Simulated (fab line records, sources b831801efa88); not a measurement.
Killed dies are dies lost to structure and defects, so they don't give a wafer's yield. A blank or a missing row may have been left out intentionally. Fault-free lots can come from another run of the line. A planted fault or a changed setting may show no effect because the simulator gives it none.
Which tool was responsible? / flow sky130 / 30 wafers from 10 lots sampled at 6 of the route's 708 steps

== WHAT THE GAUGES READ, wafer by wafer ==
SKY_VIA1_BOW_MEAS_03. Usual: for VIA1_BOW the level is 81 um and the standard deviation is 6.9.
lot=L658; measured=day 33 07:30; on=film metro-01; VIA1_BOW (um)=91 77 79; flag=
lot=L663; measured=day 34 23:04; on=film metro-04; VIA1_BOW (um)=94 86 89; flag=
lot=L666; measured=day 36 09:36; on=film metro-02; VIA1_BOW (um)=68 62 89; flag=
lot=L668; measured=day 37 03:55; on=film metro-01; VIA1_BOW (um)=81 77 80; flag=
lot=L669; measured=day 37 19:14; on=film metro-02; VIA1_BOW (um)=78 79 81; flag=
lot=L671; measured=day 38 11:26; on=film metro-02; VIA1_BOW (um)=93 85 77; flag=
lot=L673; measured=day 38 15:46; on=film metro-02; VIA1_BOW (um)=90 87 81; flag=
lot=L674; measured=day 38 16:48; on=film metro-02; VIA1_BOW (um)=78 70 73; flag=
lot=L675; measured=day 38 20:44; on=film metro-04; VIA1_BOW (um)=80 79 91; flag=
lot=L676; measured=day 39 01:41; on=film metro-04; VIA1_BOW (um)=97 86 85; flag=

SKY_METAL2_RS_MEAS_05: a four-point-probe measurement. Usual: for METAL2_ALCU_RS the level is 0.1264 ohm/sq and the standard deviation is 0.0016.
lot=L658; measured=day 34 11:32; on=film metro-04; METAL2_ALCU_RS (ohm/sq)=0.1257 0.1271 0.1273; flag=
lot=L663; measured=day 36 02:58; on=film metro-04; METAL2_ALCU_RS (ohm/sq)=0.1277 0.1284 0.1274; flag=
lot=L666; measured=day 37 13:06; on=film metro-01; METAL2_ALCU_RS (ohm/sq)=0.1250 0.1264 0.1253; flag=
lot=L668; measured=day 38 06:46; on=film metro-04; METAL2_ALCU_RS (ohm/sq)=0.1268 0.1282 0.1292; flag=
lot=L669; measured=day 38 22:32; on=film metro-04; METAL2_ALCU_RS (ohm/sq)=0.1259 0.1234 0.1266; flag=
lot=L671; measured=day 39 14:47; on=film metro-01; METAL2_ALCU_RS (ohm/sq)=0.1276 0.1278 0.1254; flag=
lot=L673; measured=day 39 18:08; on=film metro-03; METAL2_ALCU_RS (ohm/sq)=0.1259 0.1266 0.1266; flag=
lot=L674; measured=day 39 18:26; on=film metro-03; METAL2_ALCU_RS (ohm/sq)=0.1852 0.1799 0.1801; flag=OFF
lot=L675; measured=day 39 23:41; on=film metro-03; METAL2_ALCU_RS (ohm/sq)=0.1244 0.1248 0.1247; flag=
lot=L676; measured=day 40 04:13; on=film metro-04; METAL2_ALCU_RS (ohm/sq)=0.1862 0.1874 0.1835; flag=OFF

SKY_METAL2_THK_MEAS_06: measures by xrf. Usual: for METAL2_ALCU_THK the level is 248 nm and the standard deviation is 3.6.
lot=L658; measured=day 34 11:40; on=film metro-04; METAL2_ALCU_THK (nm)=251 247 247; flag=
lot=L663; measured=day 36 03:04; on=film metro-04; METAL2_ALCU_THK (nm)=245 244 246; flag=
lot=L666; measured=day 37 13:13; on=film metro-01; METAL2_ALCU_THK (nm)=250 249 248; flag=
lot=L668; measured=day 38 06:53; on=film metro-04; METAL2_ALCU_THK (nm)=246 244 243; flag=
lot=L669; measured=day 38 22:39; on=film metro-04; METAL2_ALCU_THK (nm)=248 253 247; flag=
lot=L671; measured=day 39 14:53; on=film metro-01; METAL2_ALCU_THK (nm)=242 243 246; flag=
lot=L673; measured=day 39 18:14; on=film metro-03; METAL2_ALCU_THK (nm)=249 247 247; flag=
lot=L674; measured=day 39 18:33; on=film metro-03; METAL2_ALCU_THK (nm)=173 175 176; flag=OFF
lot=L675; measured=day 39 23:47; on=film metro-03; METAL2_ALCU_THK (nm)=252 249 249; flag=
lot=L676; measured=day 40 04:20; on=film metro-04; METAL2_ALCU_THK (nm)=172 171 174; flag=OFF

== WHICH TOOL RAN EACH LOT (tool, then ch and the chambers of the sampled wafers, then the start) ==
lot=L658; SKY_VIA1_STRIP_16=plasma asher-04 ch 0,1, day 34 10:07; SKY_VIA1_CVD_21=cvd w-02 ch 0,1, day 34 10:50; SKY_METAL2_SPUTTER_02=pvd sputter-03, day 34 11:27
lot=L663; SKY_VIA1_STRIP_16=plasma asher-04 ch 0,1, day 36 01:34; SKY_VIA1_CVD_21=cvd w-02 ch 0,1, day 36 02:14; SKY_METAL2_SPUTTER_02=pvd sputter-01, day 36 02:50
lot=L666; SKY_VIA1_STRIP_16=plasma asher-02 ch 0,1, day 37 11:40; SKY_VIA1_CVD_21=cvd w-01 ch 0,1, day 37 12:22; SKY_METAL2_SPUTTER_02=pvd sputter-04, day 37 12:59
lot=L668; SKY_VIA1_STRIP_16=plasma asher-04 ch 0,1, day 38 05:19; SKY_VIA1_CVD_21=cvd w-01 ch 0,1, day 38 06:02; SKY_METAL2_SPUTTER_02=pvd sputter-03, day 38 06:40
lot=L669; SKY_VIA1_STRIP_16=plasma asher-01 ch 0,1, day 38 21:10; SKY_VIA1_CVD_21=cvd w-02 ch 0,1, day 38 21:49; SKY_METAL2_SPUTTER_02=pvd sputter-01, day 38 22:26
lot=L671; SKY_VIA1_STRIP_16=plasma asher-04 ch 0,1, day 39 12:42; SKY_VIA1_CVD_21=cvd w-02 ch 0,1, day 39 13:52; SKY_METAL2_SPUTTER_02=pvd sputter-01, day 39 14:39
lot=L673; SKY_VIA1_STRIP_16=plasma asher-04 ch 0,1, day 39 16:23; SKY_VIA1_CVD_21=cvd w-01 ch 1, day 39 17:04; SKY_METAL2_SPUTTER_02=pvd sputter-03, day 39 18:01
lot=L674; SKY_VIA1_STRIP_16=plasma asher-02 ch 0, day 39 17:02; SKY_VIA1_CVD_21=cvd w-02 ch 0,1, day 39 17:43; SKY_METAL2_SPUTTER_02=pvd sputter-01, day 39 18:20
lot=L675; SKY_VIA1_STRIP_16=plasma asher-01 ch 0,1, day 39 22:03; SKY_VIA1_CVD_21=cvd w-02 ch 0,1, day 39 22:42; SKY_METAL2_SPUTTER_02=pvd sputter-04, day 39 23:33
lot=L676; SKY_VIA1_STRIP_16=plasma asher-02 ch 0,1, day 40 02:50; SKY_VIA1_CVD_21=cvd w-02 ch 0,1, day 40 03:30; SKY_METAL2_SPUTTER_02=pvd sputter-01, day 40 04:07
- SKY_VIA1_STRIP_16: strips in O2/N2.
- SKY_VIA1_CVD_21: deposits W, target thk 270 nm, time 80.902 s.
- SKY_METAL2_SPUTTER_02: material AlCu, target thk 250 nm, time 13.3 s.

== AS READ BY THE TOOLS THEMSELVES (means over the sampled wafers that have a number; for cases with no such wafer, the mark the record gives instead) ==
SKY_VIA1_STRIP_16. Usual: drypump motor current A 5.5 A, standard deviation 0.41; oes product au 0.415 a.u., standard deviation 0.0049; strip time to endpoint s 4.446 s, standard deviation 0.023.
lot=L658; tool=plasma asher-04; drypump motor current A (A)=5.3; oes product au (a.u.)=0.413; strip time to endpoint s (s)=4.438; flag=
lot=L663; tool=plasma asher-04; drypump motor current A (A)=5.3; oes product au (a.u.)=0.421; strip time to endpoint s (s)=4.463; flag=
lot=L666; tool=plasma asher-02; drypump motor current A (A)=5.7; oes product au (a.u.)=0.414; strip time to endpoint s (s)=4.449; flag=
lot=L668; tool=plasma asher-04; drypump motor current A (A)=5.3; oes product au (a.u.)=0.416; strip time to endpoint s (s)=4.414; flag=
lot=L669; tool=plasma asher-01; drypump motor current A (A)=5.4; oes product au (a.u.)=0.411; strip time to endpoint s (s)=4.446; flag=
lot=L671; tool=plasma asher-04; drypump motor current A (A)=5.6; oes product au (a.u.)=0.414; strip time to endpoint s (s)=4.412; flag=
lot=L673; tool=plasma asher-04; drypump motor current A (A)=5.3; oes product au (a.u.)=0.416; strip time to endpoint s (s)=4.456; flag=
lot=L674; tool=plasma asher-02; drypump motor current A (A)=5.3; oes product au (a.u.)=0.413; strip time to endpoint s (s)=4.430; flag=
lot=L675; tool=plasma asher-01; drypump motor current A (A)=5.6; oes product au (a.u.)=0.418; strip time to endpoint s (s)=4.456; flag=
lot=L676; tool=plasma asher-02; drypump motor current A (A)=5.5; oes product au (a.u.)=0.414; strip time to endpoint s (s)=4.450; flag=

SKY_VIA1_CVD_21. Usual: heater power w reads 897 W (standard deviation 110).
lot=L658; tool=cvd w-02; heater power w (W)=893; flag=
lot=L663; tool=cvd w-02; heater power w (W)=879; flag=
lot=L666; tool=cvd w-01; heater power w (W)=892; flag=
lot=L668; tool=cvd w-01; heater power w (W)=994; flag=
lot=L669; tool=cvd w-02; heater power w (W)=892; flag=
lot=L671; tool=cvd w-02; heater power w (W)=883; flag=
lot=L673; tool=cvd w-01; heater power w (W)=994; flag=
lot=L674; tool=cvd w-02; heater power w (W)=893; flag=
lot=L675; tool=cvd w-02; heater power w (W)=894; flag=
lot=L676; tool=cvd w-02; heater power w (W)=865; flag=

SKY_METAL2_SPUTTER_02. Usual: throttle valve pct reads 29.8 % (standard deviation 1).
lot=L658; tool=pvd sputter-03; throttle valve pct (%)=30.6; flag=
lot=L663; tool=pvd sputter-01; throttle valve pct (%)=30.3; flag=
lot=L666; tool=pvd sputter-04; throttle valve pct (%)=30.2; flag=
lot=L668; tool=pvd sputter-03; throttle valve pct (%)=29.9; flag=
lot=L669; tool=pvd sputter-01; throttle valve pct (%)=30.6; flag=
lot=L671; tool=pvd sputter-01; throttle valve pct (%)=30.0; flag=
lot=L673; tool=pvd sputter-03; throttle valve pct (%)=29.1; flag=
lot=L674; tool=pvd sputter-01; throttle valve pct (%)=30.8; flag=
lot=L675; tool=pvd sputter-04; throttle valve pct (%)=29.3; flag=
lot=L676; tool=pvd sputter-01; throttle valve pct (%)=29.9; flag=

== THE ANSWER, worked out from the rows above alone ==
Rule: take the mean of a lot's wafers that have a number; if it is more than 3 standard deviations from the usual mean, the lot is off. Also off: a lot with no number at a reading for which 4 or more lots have one. Any other lot the step has rows for is counted as sound. The gauges are gone through in route order, then the tools' own readings, and for those a lot's mean is taken as printed above. At the first step where some lot is off, the reading lying furthest off is the one used; lots without a number count as furthest.
Off: at SKY_METAL2_RS_MEAS_05 (METAL2_ALCU_RS), L674, L676.
A tool fits if, at a process step before that reading, it ran every lot that is off, and no sound lot after the first of them. Gauges at SKY_METAL2_RS_MEAS_05: tried the same way as those tools. 2 tools fit, plasma asher-02 at SKY_VIA1_STRIP_16 and pvd sputter-01 at SKY_METAL2_SPUTTER_02, so this cannot tell which one it is.

== WHAT WAS PUT IN BY THE SIMULATOR ==
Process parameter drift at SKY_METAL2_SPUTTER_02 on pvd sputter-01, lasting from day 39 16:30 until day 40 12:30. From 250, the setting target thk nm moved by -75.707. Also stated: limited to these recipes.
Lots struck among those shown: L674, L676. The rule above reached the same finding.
